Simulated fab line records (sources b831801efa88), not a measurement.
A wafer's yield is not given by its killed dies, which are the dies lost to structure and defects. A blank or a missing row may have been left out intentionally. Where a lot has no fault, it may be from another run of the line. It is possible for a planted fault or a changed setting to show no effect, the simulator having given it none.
Which tool is to blame? :: flow gf180mcu :: Sampling: 12 lots, 36 wafers, 4 of 602 route steps

WHAT THE GAUGES SHOWED, per wafer
GF_M1_RS_MEAS_05: a four-point-probe measurement.
lot: L075
measured: day 16 11:19
on: film_metro-03
M1_ALCU_RS (ohm/sq): 0.0704 0.0692 0.0698

lot: L077
measured: day 17 15:36
on: film_metro-04
M1_ALCU_RS (ohm/sq): 0.0689 0.0684 0.0685

lot: L079
measured: day 18 04:16
on: film_metro-01
M1_ALCU_RS (ohm/sq): 0.0683 0.0694 0.0688

lot: L081
measured: day 19 00:11
on: film_metro-01
M1_ALCU_RS (ohm/sq): 0.0703 0.0707 0.0701

lot: L083
measured: day 19 19:48
on: film_metro-01
M1_ALCU_RS (ohm/sq): 0.0712 0.0713 0.0714

lot: L085
measured: day 20 04:20
on: film_metro-01
M1_ALCU_RS (ohm/sq): 0.0691 0.0703 0.0699

lot: L087
measured: day 21 02:25
on: film_metro-01
M1_ALCU_RS (ohm/sq): 0.0706 0.0704 0.0692

lot: L089
measured: day 21 19:59
on: film_metro-01
M1_ALCU_RS (ohm/sq): 0.0691 0.0685 0.0693

lot: L091
measured: day 22 10:11
on: film_metro-04
M1_ALCU_RS (ohm/sq): 0.0694 0.0683 0.0689

lot: L093
measured: day 23 03:17
on: film_metro-03
M1_ALCU_RS (ohm/sq): 0.0683 0.0682 0.0682

lot: L095
measured: day 23 19:43
on: film_metro-04
M1_ALCU_RS (ohm/sq): 0.0676 0.0692 0.0692

lot: L097
measured: day 24 09:43
on: film_metro-01
M1_ALCU_RS (ohm/sq): 0.0692 0.0684 0.0684

EACH LOT AND THE TOOL THAT RAN IT (in order: tool; ch and the chambers of the sampled wafers; start)
lot: L075
GF_HV_LDD_ETCHBACK_58: rie_diel-04 ch 0,2, day 12 18:46
GF_SALICIDE_RTA_08: rtp_anneal-02 ch 0, day 15 11:25
GF_CONTACT_SPUTTER_22: pvd_sputter-01, day 16 10:22

lot: L077
GF_HV_LDD_ETCHBACK_58: rie_diel-04 ch 0,2, day 13 18:48
GF_SALICIDE_RTA_08: rtp_anneal-02 ch 0, day 16 14:24
GF_CONTACT_SPUTTER_22: pvd_sputter-04, day 17 14:42

lot: L079
GF_HV_LDD_ETCHBACK_58: rie_diel-01 ch 0,3, day 14 08:06
GF_SALICIDE_RTA_08: rtp_anneal-02 ch 0, day 17 02:32
GF_CONTACT_SPUTTER_22: pvd_sputter-02, day 18 03:22

lot: L081
GF_HV_LDD_ETCHBACK_58: rie_diel-04 ch 0,2,3, day 15 01:29
GF_SALICIDE_RTA_08: rtp_anneal-02 ch 0, day 17 21:53
GF_CONTACT_SPUTTER_22: pvd_sputter-01, day 18 23:17

lot: L083
GF_HV_LDD_ETCHBACK_58: rie_diel-02 ch 0,1, day 15 19:03
GF_SALICIDE_RTA_08: rtp_anneal-01 ch 0, day 18 16:26
GF_CONTACT_SPUTTER_22: pvd_sputter-01, day 19 18:50

lot: L085
GF_HV_LDD_ETCHBACK_58: rie_diel-01 ch 1,2, day 16 02:06
GF_SALICIDE_RTA_08: rtp_anneal-02 ch 0, day 19 01:47
GF_CONTACT_SPUTTER_22: pvd_sputter-02, day 20 03:25

lot: L087
GF_HV_LDD_ETCHBACK_58: rie_diel-04 ch 0,1, day 16 22:22
GF_SALICIDE_RTA_08: rtp_anneal-02 ch 0, day 19 23:17
GF_CONTACT_SPUTTER_22: pvd_sputter-01, day 21 01:29

lot: L089
GF_HV_LDD_ETCHBACK_58: rie_diel-02 ch 0,3, day 17 16:31
GF_SALICIDE_RTA_08: rtp_anneal-01 ch 0, day 20 17:17
GF_CONTACT_SPUTTER_22: pvd_sputter-01, day 21 19:04

lot: L091
GF_HV_LDD_ETCHBACK_58: rie_diel-02 ch 0,1,3, day 18 05:50
GF_SALICIDE_RTA_08: rtp_anneal-02 ch 0, day 21 07:58
GF_CONTACT_SPUTTER_22: pvd_sputter-01, day 22 09:14

lot: L093
GF_HV_LDD_ETCHBACK_58: rie_diel-04 ch 1,2,3, day 18 22:30
GF_SALICIDE_RTA_08: rtp_anneal-01 ch 0, day 22 01:36
GF_CONTACT_SPUTTER_22: pvd_sputter-04, day 23 02:22

lot: L095
GF_HV_LDD_ETCHBACK_58: rie_diel-02 ch 1,2, day 19 17:00
GF_SALICIDE_RTA_08: rtp_anneal-02 ch 0, day 22 18:37
GF_CONTACT_SPUTTER_22: pvd_sputter-04, day 23 18:48

lot: L097
GF_HV_LDD_ETCHBACK_58: rie_diel-02 ch 0,1,3, day 20 10:52
GF_SALICIDE_RTA_08: rtp_anneal-02 ch 0, day 23 11:02
GF_CONTACT_SPUTTER_22: pvd_sputter-01, day 24 08:49
- GF_HV_LDD_ETCHBACK_58: etches Si3N4 in CH3F/O2, stops on SiO2, time 100 s, target depth 90 nm.
- GF_SALICIDE_RTA_08: time 30 s.
- GF_CONTACT_SPUTTER_22: material Ti, target thk 15 nm, time 80.02 s.

THE ANSWER, worked out from the rows above alone
Rule: the lots themselves supply what counts as usual. Put in order of their means at a reading, lots are off if they are a third of the lots or fewer, leave a main group of 4 or more, and stand apart from it by a gap of 3 or more times the standard deviation of the main group's means; of several such gaps the widest counts. Not used: any main group whose means are identical at the precision the tables above print for the reading. Also off: a lot with no number at a reading for which 4 or more lots have one. Where the step has rows for the other lots, those lots are counted as sound.
Nothing can be told from this: no lot is off at any reading shown.

WHAT THE SIMULATOR HAD PUT IN
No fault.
